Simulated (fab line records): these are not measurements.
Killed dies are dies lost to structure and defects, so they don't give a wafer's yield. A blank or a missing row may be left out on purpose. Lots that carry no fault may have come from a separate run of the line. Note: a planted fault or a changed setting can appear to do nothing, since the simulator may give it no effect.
One fault through the eyes of 2 desks	flow gf180mcu	each desk has only its own numbers; what lay behind them comes last

## FOR THE TOOL OWNER'S DESK: pvdSputter-02
The tool's own readings at GF_TOP_METAL_SPUTTER_02 (material AlCu, target thk 900 nm, time 47.82 s): means of the sampled wafers that have a number, for each lot that ran on this tool. Marked OUT: a lot whose mean sits more than 4 standard deviations from the usual mean, which makes it out of limits; the brackets give that distance.
Columns: A = cathodeDcPowerW at GF_TOP_METAL_SPUTTER_02, usual 10600 W; B = throttleValvePct at GF_TOP_METAL_SPUTTER_02, usual 30.2 %
lot	first seen here	A	B
L894	day 27 11:46	10598	30.3
L896	day 28 00:50	10600	30.2
L899	day 28 22:29	10600	29.8
L903	day 30 04:40	10598	30.1
L913	day 32 22:47	10600	29.9
L915	day 33 04:37	10600	29.6
This desk's verdict: no lot among the 6 shows anything out of limits.

## AT THE METROLOGY DESK
What the gauges read for every lot (on any tool): the sampled wafers with a number, averaged. Marked OUT: a lot whose mean sits more than 4 standard deviations from the usual mean, which makes it out of limits; the brackets give that distance.
Columns: A = TOP_METAL_ALCU_RS at GF_TOP_METAL_RS_MEAS_05, usual 0.0326 ohm/sq; B = TOP_METAL_ALCU_THK at GF_TOP_METAL_THK_MEAS_06, usual 898 nm; C = PASSIVATION_CVD_00_THK at GF_PASSIVATION_THK_MEAS_01, usual 967 nm
lot	first seen here	A	B	C
L894	day 27 11:52	0.0328	887	980
L895	day 27 12:50	0.0326	907	956
L896	day 28 00:56	0.0329	894	968
L898	day 28 13:42	0.0333	882	970
L899	day 28 22:35	0.0324	906	967
L903	day 30 04:48	0.0371 (+14) OUT	804 (-8.6) OUT	978
L913	day 32 22:53	0.0326	903	969
L915	day 33 04:45	0.0327	890	955
L916	day 33 13:19	0.0327	901	965
L917	day 33 20:34	0.0328	886	965
Per this desk, out of limits: L903; the first was L903, day 30 04:48 (TOP_METAL_ALCU_RS at GF_TOP_METAL_RS_MEAS_05). L894, L895, L896, L898, L899, L913, L915, L916, L917: within limits.

## PUT TOGETHER
At day 30 04:48 the metrology desk could have sounded an alarm, on L903.
Nothing out of limits was seen by the tool owner's desk.
Tool owner's desk: L903 on record, inside its limits.
Of the lots named, all ran GF_TOP_METAL_SPUTTER_02 on pvdSputter-02.

## WHAT HAD BEEN PUT IN BY THE SIMULATOR
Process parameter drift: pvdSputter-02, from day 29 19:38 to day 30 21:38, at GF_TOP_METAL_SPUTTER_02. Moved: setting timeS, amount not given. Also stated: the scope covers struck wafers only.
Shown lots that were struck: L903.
Hours from the fault's start to each desk's first reading out of limits: the metrology desk, 9.
